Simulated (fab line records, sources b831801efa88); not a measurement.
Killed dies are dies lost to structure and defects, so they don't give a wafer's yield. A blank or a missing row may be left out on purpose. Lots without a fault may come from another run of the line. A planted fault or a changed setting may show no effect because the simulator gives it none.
fab line records | flow sky130
record lots=12 wafers=36 last_day=50
route steps=708 shown NWELL@78 CAP2M@616 METAL4@631 VIA4@651 PAD_OPEN@708
lots that met no fault: from a run of the same line without faults
start_h: hours from the record's first day to the start of the lot's first wafer shown | wait_h: hours since the lot's step before | " the same as in the row above | L1.1+2: a row that stands for several wafers | - no value, or no start given | * or withheld: withheld | < > ~ a bound
route shown NAME@n: a module of which the file shows steps, and the number in the route of the first | usual: mean/standard deviation of fault-free wafers | same: alike in all rows | chamber/n: place in a boat | sites: the reading at each site | _std_site: their standard deviation | _edge_site: outer sites' mean less inner sites' | radius_mm: how far each site lies from the wafer's centre | mask NAME#n: copy n | behind: the tool/chamber that last shaped the wafer | hold: why the lot was held/for how many hours/how that ended | device: the transistor (n, p or np) that didn't switch | end of line: the same wafers' tests at the end of the route | a step without rows: its recipe alone | killed: dies lost to structure and defects at the first sort, not the wafer's yield | map: a wafer's dies, x killed, . not, _ none there
set.NAME: the setting as run; set.NAME@STEP: as run at that earlier step | model.NAME: the simulator's own value behind a step, which no gauge read
steps of the route over a sample of lots; a table a step, a row a wafer
services: from which hour (start_h, from the record's first day; less than 0 if before it) a tool's chamber was out of use, for how many hours, and why
## steps
# step SKY_NWELL_STRIP_25
# recipe chemistry=O2/N2 power_w=1400 pressure_mtorr=1500 platen_temp_c=withheld o2_flow_sccm=3000 n2_flow_sccm=300 overash_fraction=0.5
# usual drypump_motor_current_A=6.0/0.57 oes_product_au=0.722/0.0045 strip_time_to_endpoint_s=36.87/0.083
# columns lot.wafer tool chamber start_h wait_h drypump_motor_current_A oes_product_au rf_hours_counter_h strip_time_to_endpoint_s
L912.1 plasma_asher-04 0 107.31 0.1 6.5 0.719 30 36.84
L912.3 " 0 " " 6.5 0.719 - 36.89
L912.6 " 1 " " 6.0 0.717 - 36.77
L913.1 plasma_asher-01 0 111.68 0.1 6.5 0.719 40 36.90
L913.2 " 1 " " 5.7 0.724 40 36.83
L913.3 " 1 " " 5.7 0.717 - 36.85
L916.1 plasma_asher-04 0 130.53 0.1 6.5 0.719 32 36.88
L916.2 " 1 " " 6.0 0.723 32 36.91
L916.3 " 1 " " 6.0 0.725 - 36.89
L917.2 plasma_asher-02 1 136.06 0.2 6.6 0.722 2 36.78
L917.5 " 0 " " 5.1 0.725 - 36.74
L917.6 " 1 " " 6.6 0.719 - 36.81
L918.3 plasma_asher-01 0 140.10 0.1 6.5 0.718 - 36.86
L918.4 " 1 " " 5.7 0.725 - 36.87
L918.6 " 0 " " 6.5 0.724 - 36.86
L919.2 plasma_asher-02 1 151.56 0.1 6.6 0.722 3 36.92
L919.4 " 0 " " 5.1 0.719 - 36.99
L919.5 " 0 " " 5.1 0.725 - 36.88
L920.1 plasma_asher-01 0 169.23 0.1 6.5 0.720 46 36.79
L920.2 " 1 " " 5.7 0.722 46 36.72
L920.4 " 1 " " 5.7 0.724 - 36.79
L921.1 plasma_asher-04 1 169.71 0.1 6.0 0.715 36 36.92
L921.4 " 1 " " 6.0 0.725 - 36.88
L921.6 " 1 " " 6.0 0.722 - 36.86
L924.1 plasma_asher-04 1 179.03 0.1 6.0 0.718 37 37.04
L924.5 " 0 " " 6.5 0.731 - 37.00
L924.6 " 1 " " 6.0 0.710 - 36.94
L929.2 plasma_asher-04 1 206.52 0.2 6.0 0.720 40 36.86
L929.3 " 0 " " 6.5 0.727 - 36.95
L929.4 " 1 " " 6.0 0.723 - 36.84
L933.1 plasma_asher-04 0 235.27 0.1 6.5 0.730 42 36.73
L933.2 " 1 " " 6.0 0.726 42 36.79
L933.5 " 1 " " 6.0 0.721 - 36.70
L935.1 plasma_asher-02 0 246.83 0.1 5.1 0.725 13 37.13
L935.4 " 1 " " 6.6 0.721 - 37.04
L935.5 " 1 " " 6.7 0.722 - 37.06
# step SKY_CAP2M_METAL_ETCH_13
# recipe target_depth_nm=220 stop_on=SiO2 chemistry=Cl2/BCl3 target=TiN pressure_mtorr=10 icp_w=900 bias_w=48.5 Cl2_flow_sccm=60 bcl3_flow_sccm=30 time_s=62.9
# usual bcl3_flow_sccm=30.01/0.095 bias_w=48.50/0.14 drypump_motor_current_A=5.86/0.24 oes_product_au=0.940/0.009 throttle_valve_pct=21.902/0.011
# same time_s=62.9
# columns lot.wafer tool chamber start_h wait_h bcl3_flow_sccm bias_w drypump_motor_current_A oes_product_au rf_hours_counter_h throttle_valve_pct
L912.1 rie_metal-02 1 970.06 0.0 29.94 48.58 6.35 0.953 3 21.890
L912.3 " 1 " " 29.90 48.47 6.31 0.946 - 21.899
L912.6 " 1 " " 29.98 48.41 6.31 0.933 - 21.909
L913.1 rie_metal-03 0 976.08 0.0 30.03 48.44 5.60 0.945 11 21.897
L913.2 " 1 " " 30.00 48.34 6.03 0.945 8 21.908
L913.3 " 0 " " 29.89 48.66 5.61 0.938 - 21.902
L916.1 rie_metal-03 1 997.02 0.0 30.11 48.47 5.97 0.937 8 21.900
L916.2 " 0 " " 30.04 48.50 5.65 0.940 11 21.896
L916.3 " 1 " " 30.04 48.40 5.97 0.948 - 21.915
L917.2 rie_metal-03 0 1002.37 0.0 30.05 48.51 5.56 0.941 12 21.896
L917.5 " 0 " " 30.03 48.58 5.56 0.942 - 21.906
L917.6 " 1 " " 30.09 48.66 6.01 0.931 - 21.889
L918.3 rie_metal-04 0 1013.54 0.0 29.85 48.56 5.68 0.937 - 21.910
L918.4 " 1 " " 30.00 48.42 5.74 0.938 - 21.893
L918.6 " 0 " " 29.83 48.52 5.67 0.950 - 21.889
L919.2 rie_metal-04 0 1027.22 0.0 30.08 48.52 5.65 0.930 18 21.901
L919.4 " 0 " " 30.13 48.67 5.67 0.928 - 21.914
L919.5 " 1 " " 30.03 48.18 5.73 0.914 - 21.926
L920.1 rie_metal-02 1 1044.39 0.0 30.07 48.54 6.36 0.941 8 21.897
L920.2 " 0 " " 29.99 48.62 6.00 0.930 12 21.882
L920.4 " 1 " " 30.04 48.42 6.38 0.929 - 21.918
L921.1 rie_metal-04 1 1045.97 0.0 29.99 48.54 5.77 0.924 12 21.927
L921.4 " 0 " " 30.09 48.22 5.66 0.927 - 21.908
L921.6 " 0 " " 30.04 48.60 5.68 0.937 - 21.919
L924.1 rie_metal-02 1 1055.59 0.0 29.90 48.25 6.36 0.943 8 21.906
L924.5 " 1 " " 29.98 48.30 6.35 0.943 - 21.919
L924.6 " 0 " " 30.09 48.39 6.01 0.950 - 21.900
L929.2 rie_metal-04 1 1081.44 0.0 30.04 48.76 5.75 0.930 16 21.901
L929.3 " 1 " " 30.04 48.64 5.74 0.948 - 21.908
L929.4 " 0 " " 30.03 48.44 5.63 0.937 - 21.916
L933.1 rie_metal-02 0 1105.86 0.0 29.86 48.30 5.98 0.930 16 21.909
L933.2 " 1 " " 30.10 48.56 6.36 0.930 12 21.921
L933.5 " 1 " " 30.01 48.56 6.34 0.939 - 21.909
L935.1 rie_metal-02 0 1112.66 0.0 29.82 48.55 6.03 0.923 16 21.903
L935.4 " 1 " " 30.03 48.50 6.30 0.939 - 21.885
L935.5 " 1 " " 29.95 48.39 6.32 0.935 - 21.890
# step SKY_METAL4_DESCUM_15
# recipe chemistry=O2 source_power_w=150 bias_power_w=0 pressure_mtorr=10 temp_c=40 time_s=8
# usual drypump_motor_current_A=5.8/0.37 oes_product_au=0.996/0.0097
# same time_s=8
# columns lot.wafer tool chamber start_h wait_h drypump_motor_current_A oes_product_au rf_hours_counter_h
L912.1 rie_metal-03 0 995.14 0.0 5.5 0.994 11
L912.3 " 0 " " 5.6 0.992 -
L912.6 " 0 " " 5.6 0.993 -
L913.1 rie_metal-02 0 1001.00 0.0 6.0 1.011 9
L913.2 " 1 " " 6.3 0.998 5
L913.3 " 0 " " 6.0 1.017 -
L916.1 rie_metal-01 0 1021.16 0.0 5.6 0.993 15
L916.2 " 1 " " 5.1 0.985 5
L916.3 " 1 " " 5.1 0.989 -
L917.2 rie_metal-02 0 1026.90 0.0 6.0 1.018 11
L917.5 " 0 " " 6.0 1.020 -
L917.6 " 1 " " 6.4 0.997 -
L918.3 rie_metal-02 0 1037.72 0.0 6.0 1.011 -
L918.4 " 1 " " 6.3 1.004 -
L918.6 " 0 " " 6.0 1.005 -
L919.2 rie_metal-02 0 1050.44 0.0 6.0 1.023 12
L919.4 " 0 " " 6.0 1.007 -
L919.5 " 1 " " 6.3 0.997 -
L920.1 rie_metal-03 0 1067.49 0.0 5.6 0.989 15
L920.2 " 1 " " 6.0 0.986 12
L920.4 " 1 " " 6.0 0.998 -
L921.1 rie_metal-01 0 1068.99 0.0 5.7 0.997 18
L921.4 " 1 " " 5.1 0.981 -
L921.6 " 1 " " 5.1 0.983 -
L924.1 rie_metal-03 1 1078.44 0.0 5.9 1.000 13
L924.5 " 1 " " 6.0 0.992 -
L924.6 " 0 " " 5.6 0.994 -
L929.2 rie_metal-03 1 1103.41 0.0 6.0 0.991 15
L929.3 " 1 " " 6.0 0.999 -
L929.4 " 0 " " 5.6 0.986 -
L933.1 rie_metal-02 0 1126.79 0.0 6.0 1.010 18
L933.2 " 1 " " 6.3 0.982 14
L933.5 " 1 " " 6.4 0.983 -
L935.1 rie_metal-01 0 1133.45 0.0 5.6 0.991 24
L935.4 " 0 " " 5.6 0.993 -
L935.5 " 0 " " 5.6 0.994 -
# step SKY_VIA4_ETCH_12
# recipe target=SiO2 chemistry=C4F8/O2/Ar stop_on=TiN mask_material=NOVOLAK source_w=1500 bias_w=1200 pressure_mtorr=40 c4f8_flow_sccm=withheld O2_flow_sccm=6 Ar_flow_sccm=300 time_s=withheld target_depth_a=5800
# usual bias_w=1200/3.3 oes_product_au=0.925/0.0046
# columns lot.wafer tool chamber start_h wait_h bias_w oes_product_au
L912.1 rie_diel-04 2 1020.11 0.0 1196 0.929
L912.3 " 3 " " 1201 0.922
L912.6 " 3 " " 1200 0.919
L913.1 rie_diel-01 3 1026.27 0.0 1196 0.920
L913.2 " 0 " " 1204 0.930
L913.3 " 1 " " 1201 0.929
L916.1 rie_diel-04 1 1045.67 0.0 1195 0.925
L916.2 " 0 " " 1202 0.924
L916.3 " 3 " " 1196 0.924
L917.2 rie_diel-03 0 1050.97 0.0 1197 0.921
L917.5 " 3 " " 1210 0.926
L917.6 " 0 " " 1197 0.925
L918.3 rie_diel-04 2 1061.98 0.0 1203 0.921
L918.4 " 3 " " 1202 0.931
L918.6 " 0 " " 1196 0.930
L919.2 rie_diel-03 0 1073.92 0.0 1198 0.921
L919.4 " 2 " " 1196 0.927
L919.5 " 2 " " 1194 0.916
L920.1 rie_diel-03 3 1090.62 0.0 1200 0.930
L920.2 " 1 " " 1203 0.922
L920.4 " 0 " " 1201 0.925
L921.1 rie_diel-03 2 1091.13 0.0 1195 0.930
L921.4 " 1 " " 1206 0.926
L921.6 " 1 " " 1203 0.915
L924.1 rie_diel-03 3 1101.21 0.0 1195 0.928
L924.5 " 2 " " 1203 0.920
L924.6 " 3 " " 1191 0.934
L929.2 rie_diel-04 3 1124.78 0.0 1203 0.919
L929.3 " 1 " " 1202 0.931
L929.4 " 3 " " 1200 0.935
L933.1 rie_diel-01 3 1148.39 0.0 1201 0.925
L933.2 " 0 " " 1195 0.930
L933.5 " 0 " " 1202 0.922
L935.1 rie_diel-03 1 1154.97 0.0 1200 0.924
L935.4 " 3 " " 1202 0.928
L935.5 " 2 " " 1203 0.918
# step SKY_PAD_OPEN_PROBE_99
# usual killed_at_M0_to_M3=43/7.3 killed_at_M4_up=3.2/1.9 killed_at_contacts=25/5.4 killed_at_front_end=16/4.4 killed_at_other=0.4/0.66 killed_dies=87/11 killed_open=48/7.9 killed_short=39/6.5
# same gross_dies=492 killed_at_back_side=0
# columns lot.wafer tool chamber start_h wait_h killed_at_M0_to_M3 killed_at_M4_up killed_at_contacts killed_at_front_end killed_at_other killed_dies killed_open killed_short
L916.1 prober-01 - 1115.62 0.1 49 1 26 16 0 92 54 38
L916.2 prober-01 - 1115.67 0.1 35 1 25 10 1 72 36 34
L916.3 prober-01 - 1115.72 0.2 45 3 21 21 0 90 47 42
L929.2 prober-01 - 1185.54 0.1 33 3 23 16 0 75 40 33
L929.3 prober-01 - 1185.59 0.2 22 6 28 78 0 134 43 35
L929.4 prober-01 - 1185.64 0.2 36 0 33 10 0 79 34 44
L933.1 prober-01 - 1204.95 0.1 39 5 18 72 0 134 42 41
L933.2 prober-01 - 1205.00 0.1 36 6 21 17 0 80 41 38
L933.5 prober-01 - 1205.15 0.2 55 7 25 16 1 104 57 45
# killed by level:class
L916.1 VIA1:geometric_particle:open=13 LI_CONTACT:geometric_particle:open=11 VIA1:geometric_particle:short=7 VIA3:geometric_particle:open=7 CONTACT:geometric_particle:open=6 FIELD_ISO:geometric_particle:short=5 METAL1:geometric_particle:short=5 METAL2:geometric_particle:open=5
L916.2 VIA1:geometric_particle:open=11 LI_CONTACT:geometric_particle:open=8 CONTACT:geometric_particle:short=6 VIA2:geometric_particle:open=6 LI_CONTACT:geometric_particle:short=4 POLY_GATE:geometric_particle:short=3 LOCAL_INTERCONNECT:geometric_particle:short=3 CONTACT:geometric_particle:open=3
L916.3 VIA1:geometric_particle:open=10 FIELD_ISO:geometric_particle:open=7 CONTACT:geometric_particle:open=7 VIA2:geometric_particle:open=6 VIA1:geometric_particle:short=6 FIELD_ISO:geometric_particle:short=5 LOCAL_INTERCONNECT:geometric_particle:short=5 VIA3:geometric_particle:open=5
L929.2 CONTACT:geometric_particle:open=7 VIA1:geometric_particle:open=7 VIA3:geometric_particle:open=6 POLY_GATE:geometric_particle:short=5 LI_CONTACT:geometric_particle:open=5 LOCAL_INTERCONNECT:geometric_particle:short=5 VIA2:geometric_particle:short=5 CONTACT:geometric_particle:short=4
L929.3 NWELL:unspecified=56 LI_CONTACT:geometric_particle:open=10 CONTACT:geometric_particle:open=9 VIA1:geometric_particle:open=6 METAL4:geometric_particle:short=5 FIELD_ISO:geometric_particle:short=4 POLY_GATE:geometric_particle:short=4 POLY_GATE:geometric_particle:open=4
L929.4 CONTACT:geometric_particle:short=13 LI_CONTACT:geometric_particle:open=9 METAL2:geometric_particle:short=6 LOCAL_INTERCONNECT:geometric_particle:short=6 CONTACT:geometric_particle:open=5 METAL1:geometric_particle:short=5 VIA1:geometric_particle:open=5 VIA2:geometric_particle:short=5
L933.1 NWELL:unspecified=50 VIA3:geometric_particle:open=9 VIA2:geometric_particle:open=7 METAL1:geometric_particle:short=6 FIELD_ISO:geometric_particle:open=5 CONTACT:geometric_particle:open=5 FIELD_ISO:geometric_particle:short=4 POLY_GATE:geometric_particle:open=4
L933.2 VIA1:geometric_particle:open=10 LI_CONTACT:geometric_particle:open=8 CONTACT:geometric_particle:short=5 METAL2:geometric_particle:short=5 FIELD_ISO:geometric_particle:open=4 CONTACT:geometric_particle:open=4 METAL1:geometric_particle:short=4 VIA1:geometric_particle:short=4
L933.5 VIA1:geometric_particle:open=13 LI_CONTACT:geometric_particle:open=12 METAL2:geometric_particle:short=8 VIA3:geometric_particle:open=7 CONTACT:geometric_particle:open=7 METAL1:geometric_particle:short=6 VIA2:geometric_particle:short=4 VIA2:geometric_particle:open=4
## services
# columns tool chamber start_h hours kind
plasma_asher-04 - 126.98 0.7 repair
plasma_asher-04 - 145.75 2.8 pm
rie_metal-03 1 227.04 26.4 repair
rie_metal-03 0 240.87 6.1 repair
rie_metal-02 1 251.45 1.6 repair
rie_metal-02 1 377.68 2.3 repair
rie_metal-03 - 395.58 0.9 repair
rie_metal-03 1 423.59 26.6 repair
rie_metal-02 - 474.69 14.6 pm
rie_metal-03 0 507.20 18.1 repair
rie_metal-02 - 526.79 1.0 repair
rie_metal-02 - 594.80 2.9 repair
rie_metal-02 1 621.73 5.6 repair
rie_metal-02 - 656.52 4.3 pm
rie_metal-03 - 708.33 0.6 repair
rie_metal-03 1 734.00 30.3 repair
rie_metal-02 1 738.57 6.5 repair
rie_metal-03 - 768.27 1.4 pm
rie_metal-02 0 783.89 5.2 repair
rie_metal-03 - 810.61 2.8 pm
rie_metal-02 0 969.77 6.8 repair
rie_metal-03 - 977.13 14.6 pm
rie_metal-03 - 1039.23 0.6 repair
rie_metal-02 0 1064.53 2.9 repair
## key
first_sign step=SKY_PAD_OPEN_PROBE_99 reading=killed_at_front_end direction=up sigmas=14 usual=16 struck=75
effect step=SKY_PAD_OPEN_PROBE_99 reading=killed_dies direction=up sigmas=4.3 usual=87 struck=134
met_at SKY_NWELL_STRIP_25
struck_lots L929,L933
struck_wafers L929.3,L933.1
tester_left_out L929,L933
not_acting_at SKY_CAP2M_METAL_ETCH_13,SKY_METAL4_DESCUM_15,SKY_VIA4_ETCH_12
onset_between 179.03 206.52
fault kind=chamber_particle_source tool=plasma_asher-04 chamber=0 onset_h=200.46 steps=SKY_NWELL_STRIP_25 rate_per_visit_cm2=0.9465 end_h=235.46
# tester_left_out: of these lots the tester's yield and bins aren't shown, on N5 and GAA mostly nor the transistor test; their killed dies are dies lost to structure and defects alone, not to doping, threshold or leakage, so they don't give the yield
